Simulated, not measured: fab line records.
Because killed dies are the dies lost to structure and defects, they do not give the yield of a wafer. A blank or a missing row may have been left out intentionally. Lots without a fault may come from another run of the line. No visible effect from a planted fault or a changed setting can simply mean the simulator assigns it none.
fab line records | flow sky130
record: lots: 7 wafers: 21 last-day: 50
route steps=708 shown NWELL@66 PWDE@84 VT_ADJUST_HVTP@85 VT_ADJUST_LVTN@97
lots that met no fault: from a run of the same line without faults
start-h: hours from the record's first day to the start of the lot's first wafer shown | wait-h: hours since the lot's step before | " as in the row above | L1.1+2: a single row standing in for several wafers | - no value present, or no start provided | * or withheld: withheld | < > ~ a bound
route shown NAME@n: NAME is a module with steps in the file, n the number in the route of the first one | usual: mean/standard deviation taken from wafers without a fault | same: alike in all rows | chamber/n: place in a boat | sites: the reading at each site | _std_site: standard deviation across them | _edge_site: mean of outer sites minus mean of inner sites | radius-mm: how far each site lies from the wafer's centre | mask NAME#n: copy n | behind: tool/chamber where the wafer was last shaped | hold: why the lot was held/for how many hours/how that ended | device: transistor that didn't switch, given as n, p or np | end of line: at the end of the route, the tests of the same wafers | for a step that has no rows: nothing shown but its recipe | killed: dies lost to structure and defects at the first sort, not the wafer's yield | map: dies across one wafer; x = killed, . = not, _ = none there
set.NAME: the setting as run; set.NAME@STEP: as run at that earlier step | model.NAME: the simulator's own value behind a step, which no gauge read
certain route steps with their lots: each step a table, each wafer a row
services: the hour from which a tool's chamber was out of use, counted from the record's first day as start-h (under 0 if before that day), plus the number of hours and why
== steps ==
step: SKY_NWELL_IMPLANT_13
recipe: species: P energy-kev: 50 dose-cm2: 7e+11 tilt-deg: withheld
step: SKY_NWELL_STRIP_14
recipe: chemistry: O2/N2 power-w: 1400 pressure-mtorr: 1500 platen-temp-c: withheld o2-flow-sccm: 3000 n2-flow-sccm: 300 overash-fraction: 0.5
usual: chamber-pressure-mTorr: 1499.8/1.3 drypump-motor-current-A: 5.7/0.48 oes-product-au: 0.722/0.0045 strip-time-to-endpoint-s: 36.93/0.13
columns lot.wafer tool chamber start-h wait-h chamber-pressure-mTorr drypump-motor-current-A oes-product-au rf-hours-counter-h strip-time-to-endpoint-s
L266.1 plasma-asher-02 0 133.94 0.1 1500.6 5.7 0.722 46 36.82
L266.4 " 1 " " 1499.0 5.7 0.729 - 36.78
L266.6 " 1 " " 1499.2 5.7 0.726 - 36.81
L269.3 plasma-asher-01 0 146.29 0.1 1500.9 5.9 0.727 - 36.84
L269.5 " 1 " " 1501.0 5.3 0.724 - 36.98
L269.6 " 0 " " 1500.9 6.0 0.727 - 36.91
L270.1 plasma-asher-02 1 151.16 0.1 1500.9 5.7 0.730 48 36.96
L270.4 " 0 " " 1498.1 5.6 0.732 - 36.81
L270.6 " 0 " " 1499.7 5.6 0.721 - 37.03
L271.1 plasma-asher-02 0 153.15 0.1 1500.9 5.7 0.729 48 36.84
L271.5 " 1 " " 1499.1 5.7 0.718 - 36.85
L271.6 " 0 " " 1501.3 5.7 0.722 - 36.83
L274.2 plasma-asher-01 1 167.90 0.1 1499.5 5.4 0.720 6 36.88
L274.4 " 0 " " 1500.5 6.0 0.725 - 36.95
L274.6 " 1 " " 1500.5 5.3 0.714 - 36.93
L277.1 plasma-asher-01 1 188.40 0.1 1501.9 5.3 0.723 8 37.04
L277.3 " 1 " " 1499.1 5.4 0.718 - 36.99
L277.4 " 0 " " 1500.8 6.0 0.718 - 36.94
L282.2 plasma-asher-01 1 217.96 0.1 1499.7 5.4 0.723 11 36.96
L282.4 " 1 " " 1499.1 5.3 0.718 - 36.95
L282.6 " 0 " " 1497.0 6.0 0.730 - 36.86
step: SKY_NWELL_TW_MEAS_15
usual: NWELL_TW: 1817/12
columns lot.wafer tool chamber start-h wait-h NWELL_TW
L266.1 film-metro-01 - 134.04 0.1 1808
L266.4 " - " " 1805
L266.6 " - " " 1813
L269.3 film-metro-03 - 146.37 0.1 1805
L269.5 " - " " 1806
L269.6 " - " " 1808
L270.1 film-metro-01 - 151.26 0.1 1818
L270.4 " - " " 1814
L270.6 " - " " 1821
L271.1 film-metro-02 - 153.25 0.1 1811
L271.5 " - " " 1813
L271.6 " - " " 1819
L274.2 film-metro-03 - 168.01 0.1 1805
L274.4 " - " " 1812
L274.6 " - " " 1815
L277.1 film-metro-03 - 188.50 0.1 1826
L277.3 " - " " 1821
L277.4 " - " " 1825
L282.2 film-metro-02 - 218.07 0.1 1839
L282.4 " - " " 1837
L282.6 " - " " 1839
step: SKY_NWELL_DEHYDRATE_16
recipe: temp-c: 200 time-s: 60
step: SKY_NWELL_HMDS_17
recipe: prime-time-s: 60 prime-temp-c: 120
step: SKY_NWELL_COAT_18
recipe: spin-rpm: 2000 resist-thk-nm: 3000
step: SKY_NWELL_SOFTBAKE_19
recipe: temp-c: 110 time-s: withheld
step: SKY_NWELL_EXPOSE_20
recipe: mask-id: NWM_COMPLEMENT na: 0.6 source-shape: conventional sigma-outer: 0.6 polarization: unpolarized target-cd-nm: 840 dose-mj: 260
step: SKY_NWELL_PEB_21
recipe: temp-c: 115 time-s: withheld
step: SKY_NWELL_DEVELOP_22
recipe: wall-angle-deg: 90 developer: TMAH develop-time-s: 60 dev-temp-c: 23
step: SKY_NWELL_OVL_MEAS_23
usual: NWELL_01_OVL: -0.7/1.3
columns lot.wafer tool chamber start-h wait-h NWELL_01_OVL[nm]
L266.1 overlay-02 - 152.32 - 1.1
L266.4 " - " " -1.5
L266.6 " - " " -0.8
L269.3 overlay-02 - 164.53 - -2.7
L269.5 " - " " -1.1
L269.6 " - " " -2.1
L270.1 overlay-02 - 168.12 - -0.3
L270.4 " - " " -0.8
L270.6 " - " " 0.2
L271.1 overlay-01 - 170.22 - 0.0
L271.5 " - " " -0.5
L271.6 " - " " -2.4
L274.2 overlay-01 - 187.81 - -1.5
L274.4 " - " " 0.1
L274.6 " - " " -0.1
L277.1 overlay-02 - 209.47 - -2.1
L277.3 " - " " -2.2
L277.4 " - " " -0.5
L282.2 overlay-01 - 240.41 - -1.0
L282.4 " - " " -1.8
L282.6 " - " " 0.6
step: SKY_NWELL_IMPLANT_24
recipe: species: B energy-kev: 140 dose-cm2: 9.2e+12 tilt-deg: withheld
step: SKY_NWELL_STRIP_25
recipe: chemistry: O2/N2 power-w: 1400 pressure-mtorr: 1500 platen-temp-c: withheld o2-flow-sccm: 3000 n2-flow-sccm: 300 overash-fraction: 0.5
usual: chamber-pressure-mTorr: 1500.0/1.2 drypump-motor-current-A: 5.7/0.5 oes-product-au: 0.722/0.0043 strip-time-to-endpoint-s: 36.93/0.1
columns lot.wafer tool chamber start-h wait-h chamber-pressure-mTorr drypump-motor-current-A oes-product-au rf-hours-counter-h strip-time-to-endpoint-s model.coat_of_NWELL_COAT_18.thk-nm
L266.1 plasma-asher-02 0 152.50 0.1 1499.4 5.7 0.720 48 36.69 0
L266.4 " 0 " " 1501.7 5.7 0.718 - 36.62 0
L266.6 " 0 " " 1502.0 5.6 0.722 - 36.80 0
L269.3 plasma-asher-01 0 164.74 0.1 - - - - - 2993
L269.5 " 1 " " - - - - - 3001
L269.6 " 0 " " - - - - - 3007
L270.1 plasma-asher-04 0 168.30 0.1 - - - - - 3004
L270.4 " 0 " " - - - - - 3007
L270.6 " 1 " " - - - - - 2995
L271.1 plasma-asher-04 0 170.41 0.1 - - - - - 2994
L271.5 " 0 " " - - - - - 2991
L271.6 " 1 " " - - - - - 3000
L274.2 plasma-asher-04 0 187.99 0.1 1502.0 6.7 0.719 37 36.91 0
L274.4 " 1 " " 1498.7 5.0 0.717 - 36.83 0
L274.6 " 1 " " 1497.0 5.0 0.726 - 36.86 0
L277.1 plasma-asher-01 0 209.66 0.1 1499.3 6.0 0.719 10 36.92 0
L277.3 " 1 " " 1502.5 5.3 0.722 - 36.81 0
L277.4 " 0 " " 1499.6 6.0 0.727 - 36.80 0
L282.2 plasma-asher-01 1 240.59 0.1 1497.6 5.3 0.721 13 36.81 0
L282.4 " 1 " " 1500.6 5.4 0.726 - 36.90 0
L282.6 " 1 " " 1500.0 5.4 0.720 - 37.00 0
step: SKY_NWELL_TW_MEAS_26
usual: NWELL_2_TW: 496/3.3
columns lot.wafer tool chamber start-h wait-h NWELL_2_TW
L266.1 film-metro-02 - 152.60 0.1 499
L266.4 " - " " 497
L266.6 " - " " 497
L269.3 film-metro-02 - 164.82 0.1 495
L269.5 " - " " 497
L269.6 " - " " 497
L270.1 film-metro-03 - 168.40 0.1 498
L270.4 " - " " 497
L270.6 " - " " 494
L271.1 film-metro-02 - 170.51 0.1 501
L271.5 " - " " 501
L271.6 " - " " 501
L274.2 film-metro-01 - 188.10 0.1 496
L274.4 " - " " 498
L274.6 " - " " 495
L277.1 film-metro-02 - 209.76 0.1 500
L277.3 " - " " 497
L277.4 " - " " 500
L282.2 film-metro-02 - 240.70 0.1 503
L282.4 " - " " 498
L282.6 " - " " 503
step: SKY_NWELL_CLEAN_27
recipe: chemistry: SC1/SC2 mix: 1:4:20 temp-c: 70 time-s: 150 dry: n2-spin
step: SKY_NWELL_RTA_28
recipe: temp-c: 1050 time-s: 30 idle-temp-c: 650 ramp-up-c-per-s: 150 ramp-down-c-per-s: 90 ambient: N2
usual: lamp-power-pct: 25.31/0.053 wafer_temp_C_max: 1054.9/1.2
columns lot.wafer tool chamber start-h wait-h lamp-power-pct wafer_temp_C_max
L266.1 rtp-anneal-01 0 152.72 0.0 25.33 1054.8
L266.4 " 0 " " 25.31 1054.1
L266.6 " 0 " " 25.28 1054.1
L269.3 rtp-anneal-02 0 164.95 0.0 25.38 1056.3
L269.5 " 0 " " 25.33 1056.3
L269.6 " 0 " " 25.31 1055.0
L270.1 rtp-anneal-01 0 168.57 0.0 25.21 1055.9
L270.4 " 0 " " 25.18 1053.7
L270.6 " 0 " " 25.29 1054.2
L271.1 rtp-anneal-01 0 170.62 0.0 25.36 1053.2
L271.5 " 0 " " 25.41 1053.7
L271.6 " 0 " " 25.30 1054.2
L274.2 rtp-anneal-01 0 188.21 0.0 25.28 1054.8
L274.4 " 0 " " 25.26 1055.1
L274.6 " 0 " " 25.29 1054.9
L277.1 rtp-anneal-02 0 209.87 0.0 25.32 1054.9
L277.3 " 0 " " 25.29 1053.9
L277.4 " 0 " " 25.16 1056.2
L282.2 rtp-anneal-02 0 240.81 0.0 25.38 1055.5
L282.4 " 0 " " 25.35 1055.7
L282.6 " 0 " " 25.22 1053.5
step: SKY_NWELL_RS_MEAS_29
recipe: thk-meas-gauge: four-point-probe
usual: NWELL_RS: 625.6/1.5
columns lot.wafer tool chamber start-h wait-h NWELL_RS[ohm/sq]
L266.1 film-metro-03 - 152.82 0.1 625.6
L266.4 " - " " 623.5
L266.6 " - " " 622.9
L269.3 film-metro-02 - 165.05 0.1 625.2
L269.5 " - " " 623.8
L269.6 " - " " 623.6
L270.1 film-metro-03 - 168.67 0.1 625.6
L270.4 " - " " 626.6
L270.6 " - " " 625.8
L271.1 film-metro-03 - 170.72 0.1 625.6
L271.5 " - " " 627.6
L271.6 " - " " 626.2
L274.2 film-metro-02 - 188.32 0.1 626.3
L274.4 " - " " 626.5
L274.6 " - " " 627.7
L277.1 film-metro-01 - 209.97 0.1 626.1
L277.3 " - " " 625.7
L277.4 " - " " 625.1
L282.2 film-metro-03 - 240.92 0.1 624.8
L282.4 " - " " 625.8
L282.6 " - " " 625.7
step: SKY_NWELL_RS_MEAS_31
recipe: thk-meas-gauge: four-point-probe
usual: PWDE_RS: 5281/20
columns lot.wafer tool chamber start-h wait-h PWDE_RS[ohm/sq]
L266.1 film-metro-03 - 153.06 0.1 5281
L266.4 " - " " 5269
L266.6 " - " " 5289
L269.3 film-metro-02 - 165.29 0.1 5244
L269.5 " - " " 5222
L269.6 " - " " 5240
L270.1 film-metro-03 - 168.91 0.1 5297
L270.4 " - " " 5285
L270.6 " - " " 5277
L271.1 film-metro-03 - 170.96 0.1 5273
L271.5 " - " " 5271
L271.6 " - " " 5261
L274.2 film-metro-02 - 188.56 0.1 5292
L274.4 " - " " 5280
L274.6 " - " " 5254
L277.1 film-metro-01 - 210.21 0.1 5278
L277.3 " - " " 5258
L277.4 " - " " 5287
L282.2 film-metro-03 - 241.16 0.1 5273
L282.4 " - " " 5272
L282.6 " - " " 5267
step: SKY_VT_ADJUST_HVTP_DEHYDRATE_00
recipe: temp-c: 200 time-s: 60
step: SKY_VT_ADJUST_HVTP_HMDS_01
recipe: prime-time-s: 60 prime-temp-c: 120
step: SKY_VT_ADJUST_HVTP_COAT_02
recipe: resist: NOVOLAK spin-rpm: 3000 resist-thk-nm: 1140
step: SKY_VT_ADJUST_HVTP_SOFTBAKE_03
recipe: temp-c: 90 time-s: 60 resist: NOVOLAK
step: SKY_VT_ADJUST_HVTP_EXPOSE_04
recipe: mask-id: HVTPM na: 0.6 source-shape: conventional sigma-outer: 0.6 polarization: unpolarized target-cd-nm: 380 dose-mj: 140
step: SKY_VT_ADJUST_HVTP_PEB_05
recipe: temp-c: withheld time-s: * resist: NOVOLAK
step: SKY_VT_ADJUST_HVTP_DEVELOP_06
recipe: resist: NOVOLAK developer: TMAH develop-time-s: 60 dev-temp-c: 23
step: SKY_VT_ADJUST_HVTP_CD_MEAS_07
recipe: target-cd-nm: 380
usual: cd-nm: 378.6/2.7
columns lot.wafer tool chamber start-h wait-h cd-nm
L266.1 cd-sem-02 - 169.78 0.1 376.5
L266.4 " - " " 378.5
L266.6 " - " " 380.8
L269.3 cd-sem-01 - 184.91 0.1 380.6
L269.5 " - " " 378.3
L269.6 " - " " 377.0
L270.1 cd-sem-02 - 190.35 0.1 375.8
L270.4 " - " " 378.7
L270.6 " - " " 377.4
L271.1 cd-sem-02 - 192.38 0.1 379.3
L271.5 " - " " 381.3
L271.6 " - " " 377.2
L274.2 cd-sem-01 - 209.14 0.1 378.0
L274.4 " - " " 377.9
L274.6 " - " " 378.0
L277.1 cd-sem-02 - 232.57 0.1 372.6
L277.3 " - " " 377.4
L277.4 " - " " 377.0
L282.2 cd-sem-01 - 264.44 0.1 383.2
L282.4 " - " " 381.1
L282.6 " - " " 382.8
step: SKY_VT_ADJUST_HVTP_OVL_MEAS_08
usual: VT_ADJUST_HVTP_OVL: 0.1/1.3
columns lot.wafer tool chamber start-h wait-h VT_ADJUST_HVTP_OVL[nm]
L266.1 overlay-02 - 169.90 0.1 2.0
L266.4 " - " " 2.0
L266.6 " - " " 2.4
L269.3 overlay-01 - 185.00 0.1 -1.2
L269.5 " - " " -1.4
L269.6 " - " " -2.5
L270.1 overlay-01 - 190.47 0.1 -1.1
L270.4 " - " " 0.5
L270.6 " - " " -0.4
L271.1 overlay-01 - 192.50 0.1 0.9
L271.5 " - " " 2.5
L271.6 " - " " 0.8
L274.2 overlay-01 - 209.25 0.1 0.0
L274.4 " - " " 0.3
L274.6 " - " " 0.3
L277.1 overlay-02 - 232.69 0.1 1.4
L277.3 " - " " 0.3
L277.4 " - " " 1.2
L282.2 overlay-02 - 264.55 0.1 0.0
L282.4 " - " " 1.1
L282.6 " - " " 3.0
step: SKY_VT_ADJUST_HVTP_IMPLANT_09
recipe: species: As energy-kev: 150 dose-cm2: 4.3e+12 tilt-deg: withheld
step: SKY_VT_ADJUST_HVTP_STRIP_10
recipe: chemistry: O2/N2 power-w: 1400 pressure-mtorr: 1500 platen-temp-c: withheld o2-flow-sccm: 3000 n2-flow-sccm: 300 overash-fraction: 0.5
usual: chamber-pressure-mTorr: 1500.0/1.5 drypump-motor-current-A: 5.77/0.23 oes-product-au: 0.716/0.0043 strip-time-to-endpoint-s: 14.20/0.04
columns lot.wafer tool chamber start-h wait-h chamber-pressure-mTorr drypump-motor-current-A oes-product-au rf-hours-counter-h strip-time-to-endpoint-s
L266.1 plasma-asher-03 1 170.08 0.1 1500.2 5.78 0.707 46 14.18
L266.4 " 0 " " 1499.2 6.17 0.712 - 14.21
L266.6 " 0 " " 1499.3 6.14 0.718 - 14.17
L269.3 plasma-asher-01 1 185.21 0.1 1499.5 5.34 0.733 - 58.68
L269.5 " 1 " " 1500.8 5.34 0.729 - 58.83
L269.6 " 0 " " 1497.4 5.96 0.731 - 58.88
L270.1 plasma-asher-01 0 190.66 0.1 1502.8 5.96 0.731 8 58.86
L270.4 " 1 " " 1501.0 5.31 0.727 - 58.95
L270.6 " 1 " " 1499.0 5.30 0.727 - 58.72
L271.1 plasma-asher-01 1 192.68 0.1 1501.9 5.34 0.731 8 58.61
L271.5 " 1 " " 1499.1 5.35 0.726 - 58.55
L271.6 " 0 " " 1500.5 5.96 0.730 - 58.72
L274.2 plasma-asher-02 0 209.43 0.1 1500.7 5.64 0.718 53 14.19
L274.4 " 1 " " 1497.4 5.67 0.721 - 14.19
L274.6 " 1 " " 1500.0 5.69 0.713 - 14.22
L277.1 plasma-asher-02 1 233.56 0.1 1496.2 5.64 0.715 55 14.24
L277.3 " 0 " " 1498.7 5.68 0.716 - 14.21
L277.4 " 1 " " 1495.7 5.68 0.711 - 14.22
L282.2 plasma-asher-03 1 264.73 0.1 1500.5 5.76 0.715 55 14.18
L282.4 " 0 " " 1501.3 6.16 0.717 - 14.21
L282.6 " 0 " " 1499.3 6.15 0.722 - 14.25
step: SKY_VT_ADJUST_HVTP_TW_MEAS_11
usual: VT_ADJUST_HVTP_TW: 1353/8.5
columns lot.wafer tool chamber start-h wait-h VT_ADJUST_HVTP_TW
L266.1 film-metro-04 - 170.18 0.1 1370
L266.4 " - " " 1368
L266.6 " - " " 1364
L269.3 film-metro-04 - 185.30 0.1 30
L269.5 " - " " 30
L269.6 " - " " 30
L270.1 film-metro-03 - 190.76 0.1 30
L270.4 " - " " 30
L270.6 " - " " 30
L271.1 film-metro-03 - 192.78 0.1 30
L271.5 " - " " 30
L271.6 " - " " 30
L274.2 film-metro-01 - 209.54 0.1 1350
L274.4 " - " " 1358
L274.6 " - " " 1341
L277.1 film-metro-03 - 233.66 0.1 1341
L277.3 " - " " 1351
L277.4 " - " " 1344
L282.2 film-metro-04 - 264.84 0.1 1375
L282.4 " - " " 1360
L282.6 " - " " 1360
step: SKY_VT_ADJUST_LVTN_DEHYDRATE_00
recipe: temp-c: 200 time-s: 60
== services ==
columns tool chamber start-h hours kind
plasma-asher-01 0 117.82 - clean
plasma-asher-01 1 117.82 - clean
plasma-asher-04 - 141.15 17.4 repair
plasma-asher-02 - 157.39 2.8 pm
plasma-asher-02 - 162.48 1.5 repair
plasma-asher-02 - 171.59 9.2 repair
rtp-anneal-01 - 251.93 4.3 pm
plasma-asher-01 - 260.79 1.0 repair
== key ==
first-sign: step: SKY_NWELL_STRIP_25 reading: tool-record direction: missing
effect: step: SKY_VT_ADJUST_HVTP_STRIP_10 reading: strip-time-to-endpoint-s direction: up sigmas: 99+ usual: * struck: *
effect: step: SKY_VT_ADJUST_HVTP_TW_MEAS_11 reading: VT_ADJUST_HVTP_TW direction: down sigmas: 99+ usual: 1353 struck: 30
model-effect: step: SKY_NWELL_STRIP_25 value: coat_of_NWELL_COAT_18.thk-nm without: 0 struck: 2999
met-at SKY_NWELL_STRIP_25
struck-wafers L269.3,L269.5,L269.6,L270.1,L270.4,L270.6,L271.1,L271.5,L271.6
sort-left-out L269.3,L269.5,L269.6,L270.1,L270.4,L270.6,L271.1,L271.5,L271.6
tester-left-out L269,L270,L271
fault: kind: skipped-step-whole tool: plasma-asher-01,plasma-asher-04 chamber: - onset-h: 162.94 steps: SKY_NWELL_STRIP_25 scope: struck-lots-only
tester-left-out: of these lots the tester's yield and bins aren't shown, on N5 and GAA mostly nor the transistor test; their killed dies are dies lost to structure and defects alone, not to doping, threshold or leakage, so they don't give the yield
sort-left-out: the simulated sort isn't trusted on such a fault, so these wafers' sort isn't shown, and their yield isn't known
